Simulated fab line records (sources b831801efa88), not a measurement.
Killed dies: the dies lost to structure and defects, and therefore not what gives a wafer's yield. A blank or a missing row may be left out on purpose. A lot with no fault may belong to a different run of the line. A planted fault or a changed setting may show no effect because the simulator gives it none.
A struck lot beside a sound one :: flow sky130 :: 15 steps out of a route of 708
Sound: wafers L183.1, L183.2, L183.6. Struck: wafer L185.1 (left out: L185.2, a lot-mate that was not struck); the cause follows at the end.
For every step that has rows: the tool of each side, followed by ch and its chambers, followed by its first start. Under that, the readings that differ: sound wafers :: struck wafers :: difference of the means :: sigmas: that difference in standard deviations of wafers without a fault.
alike: readings whose means differ by less than 2 such deviations, and words and numbers that are the same on both sides. not compared: withheld readings, readings that some wafer has no value for, bounds like >300 that may hide the same value, and numbers for which the record gives no deviation and whose values overlap.
Wherever a step has rows on one side only, a row that says differs or no value, or a row with sigmas, the two part there. Numbers that don't overlap but have no deviation are shown without sigmas and don't part them. Lack of a reading on every wafer of one side parts them only where that side has two or more wafers.

SKY_VIA3_OVL_MEAS_13:
  sound on overlay-01, day 41 21:06; struck on overlay-02, day 43 06:23
  alike: VIA3_OVL
SKY_VIA3_ETCH_14: etches BARC in N2/H2, stops on SiO2, time 45.9 s, target depth 60 nm.
  sound on rie-diel-04 ch 0,1, day 41 21:08; struck on rie-diel-01 ch 0, day 43 06:25
  alike: bias-w, drypump-motor-current-A, oes-product-au, throttle-valve-pct
  not compared: rf-hours-counter-h
SKY_VIA3_ETCH_15: etches SiO2 in C4F8/O2/Ar, stops on TiN, target depth 507 nm, time 78 s.
  sound on rie-diel-04 ch 0,1, day 41 21:10; struck on rie-diel-01 ch 0, day 43 06:28
  alike: bias-w, oes-product-au
  not compared: rf-hours-counter-h
then, 4 steps without rows for these wafers: SKY_VIA3_STRIP_16 (strips in O2/N2); SKY_VIA3_STRIP_17 (strips in post etch residue remover, time 1200 s); SKY_VIA3_CLEAN_18 (cleans in IPA, time 180 s); SKY_VIA3_CLEAN_19 (cleans in O3/DIW).
SKY_VIA3_SPUTTER_20: material TiN, target thk 20 nm, time 80 s.
  sound on pvd-sputter-03, day 41 22:14; struck on pvd-sputter-01, day 43 07:07
  alike: throttle-valve-pct
SKY_VIA3_CVD_21: deposits W, target thk 390 nm, time 117.31 s.
  sound on cvd-w-01 ch 0,1, day 41 22:17; struck on cvd-w-01 ch 0, day 43 07:10
  alike: heater-power-w
  not compared: since-wet-clean-h
SKY_VIA3_RS_MEAS_22: measurement is done with a four-point probe.
  sound on film-metro-01, day 41 22:25; struck on film-metro-03, day 43 07:20
  alike: VIA3_W_RS
SKY_VIA3_THK_MEAS_23: measures by xrf.
  sound on film-metro-01, day 41 22:32; struck on film-metro-03, day 43 07:28
  alike: VIA3_W_THK
then, 1 step without rows for these wafers: SKY_VIA3_CMP_24 (polishes, stops on SiO2, t overpolish 20 s, target thk 0 nm).
SKY_METAL4_SPUTTER_00: material Ti, target thk 15 nm, time 10 s.
  sound on pvd-sputter-02, day 41 22:53; struck on pvd-sputter-02, day 43 07:49
reading: model.Ti_of_METAL4_SPUTTER_00.thk-nm (nm)
sound: 14.99 15.29 15.11
struck: 18.45
difference: +3.32
sigmas: 
  alike: throttle-valve-pct
SKY_METAL4_SPUTTER_01: material TiN, target thk 20 nm, time 16.7 s.
  sound on pvd-sputter-02, day 41 22:55; struck on pvd-sputter-02, day 43 07:50
  alike: throttle-valve-pct
then, 1 step without rows for these wafers: SKY_PAD_OPEN_PROBE_99.

## WHERE THEY PART
Nowhere in this record.

WHY: what had been put in by the simulator
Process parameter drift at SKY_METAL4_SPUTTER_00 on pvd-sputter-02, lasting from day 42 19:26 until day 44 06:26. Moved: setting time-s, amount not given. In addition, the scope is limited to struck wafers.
